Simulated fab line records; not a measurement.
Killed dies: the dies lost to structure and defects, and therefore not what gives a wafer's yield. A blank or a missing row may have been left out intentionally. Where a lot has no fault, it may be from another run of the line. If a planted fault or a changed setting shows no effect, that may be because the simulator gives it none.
Struck lot and sound lot, side by side -- flow gf180mcu -- 16 steps out of a route of 602
Sound: these wafers, L244.3, L244.5, L244.6. Struck: wafers L236.1, L236.5, L236.6. The cause is named last.
Per side, at each step with rows, come the tool, then ch with its chambers, and then its first start. Under that, the readings that differ: sound wafers -- struck wafers -- difference of the means -- sigmas: that difference in standard deviations of wafers without a fault.
alike: words and numbers the same on both sides, and readings whose means are apart by under 2 such deviations; not compared: readings that were withheld, readings missing a value for some wafer, numbers with overlapping values and no deviation given by the record, and bounds like >300 which may hide the same value.
The two part at a step that has a row with sigmas, a row that says differs or no value, or rows on one side only. Numbers that don't overlap but have no deviation are shown without sigmas and don't part them. Lack of a reading on every wafer of one side parts them only where that side has two or more wafers.

first, 3 steps without rows for these wafers: GF_M5_EXPOSE_04 (exposes mask Metal5, target cd 280 nm); GF_M5_PEB_05 (peb time 90 s); GF_M5_DEVELOP_06 (develop time 60 s).
GF_M5_CD_MEAS_07: target cd 280 nm.
  sound on cd sem-01, day 31 18:12; struck on cd sem-02, day 29 10:22
  alike: cd nm
GF_M5_OVL_MEAS_08:
  sound on overlay-02, day 31 18:17; struck on overlay-02, day 29 10:29
  alike: M5_OVL
GF_M5_ETCH_09: etches Si3N4 in CF4/O2, target depth 52 nm, time 11.6 s.
  sound on rie diel-03 ch 1,2, day 31 18:19; struck on rie diel-04 ch 0,1,3, day 29 10:31
reading,sound,struck,difference,sigmas
oes product au (a.u.),0.996 0.996 0.978,1.008 1.023 1.008,+0.023,+2
  alike: chamber pressure mTorr, drypump motor current A, rf fwd power W, throttle valve pct
  not compared: rf hours counter h
GF_M5_METAL_ETCH_10: etches the open film in Cl2/BCl3, stops on SiO2, target depth 627.5 nm, time 104.6 s.
  sound on rie metal-02 ch 0,1, day 31 18:22; struck on rie metal-01 ch 1, day 29 10:32
reading,sound,struck,difference,sigmas
throttle valve pct (%),28.258 28.268 28.263,28.238 28.251 28.236,-0.021,-2
  alike: chamber pressure mTorr, drypump motor current A, oes product au, rf fwd power W
  not compared: rf hours counter h
GF_M5_STRIP_11: strips in O2/N2.
  sound on plasma asher-02 ch 0,1, day 31 18:29; struck on plasma asher-03 ch 0,1, day 29 10:46
  alike: chamber pressure mTorr, drypump motor current A, heater power w, oes product au, strip time to endpoint s
  not compared: rf hours counter h
then, 3 steps without rows for these wafers: GF_M5_STRIP_12 (strips in post etch residue remover, time 1200 s); GF_M5_CLEAN_13 (cleans in DIW); GF_V5_CVD_00 (deposits SiO2, target thk 300 nm, time 50 s).
GF_V5_THK_MEAS_01:
  sound on film metro-03, day 31 19:04; struck on film metro-04, day 29 11:21
  alike: V5_CVD_00_THK
GF_V5_CVD_02: deposits SiO2 from TEOS, target thk 1450 nm, time 163.28 s.
  sound on pecvd-02 ch 0,1,2, day 31 19:06; struck on pecvd-03 ch 1,2, day 29 11:25
reading,sound,struck,difference,sigmas
rf fwd power W (W),598.9 598.5 596.5,501.4 499.5 500.2,-97.6,-51
model.SiO2_of_V5_CVD_02.thk nm (nm),1444 1464 1445,1343 1381 1361,-89,
  alike: heater power w
GF_V5_THK_MEAS_03:
  sound on film metro-04, day 31 19:13; struck on film metro-03, day 29 11:31
reading,sound,struck,difference,sigmas
V5_CVD_02_THK (nm),1444 1463 1446,1344 1381 1359,-90,-4
GF_V5_CMP_04: polishes SiO2.
  sound on cmp-02 ch 0,1,3, day 31 19:22; struck on cmp-01 ch 0,2,3, day 29 11:44
  alike: motor current A, platen rpm, slurry filter dp kPa, slurry flow ml min
-- the record jumps here: 2 days lie between the struck wafers' starts before and after (it left off in module V5 and takes up again in module PASSIVATION, whose first step shown is number 602 of the route) --
GF_PASSIVATION_PROBE_99:
  only the struck wafers here have rows in the record (prober-02, day 31 21:25); the sound ones have none

WHERE THEY PART
Last at GF_PASSIVATION_PROBE_99 as far as this record goes, first at GF_M5_ETCH_09.

WHY: what the simulator had put in
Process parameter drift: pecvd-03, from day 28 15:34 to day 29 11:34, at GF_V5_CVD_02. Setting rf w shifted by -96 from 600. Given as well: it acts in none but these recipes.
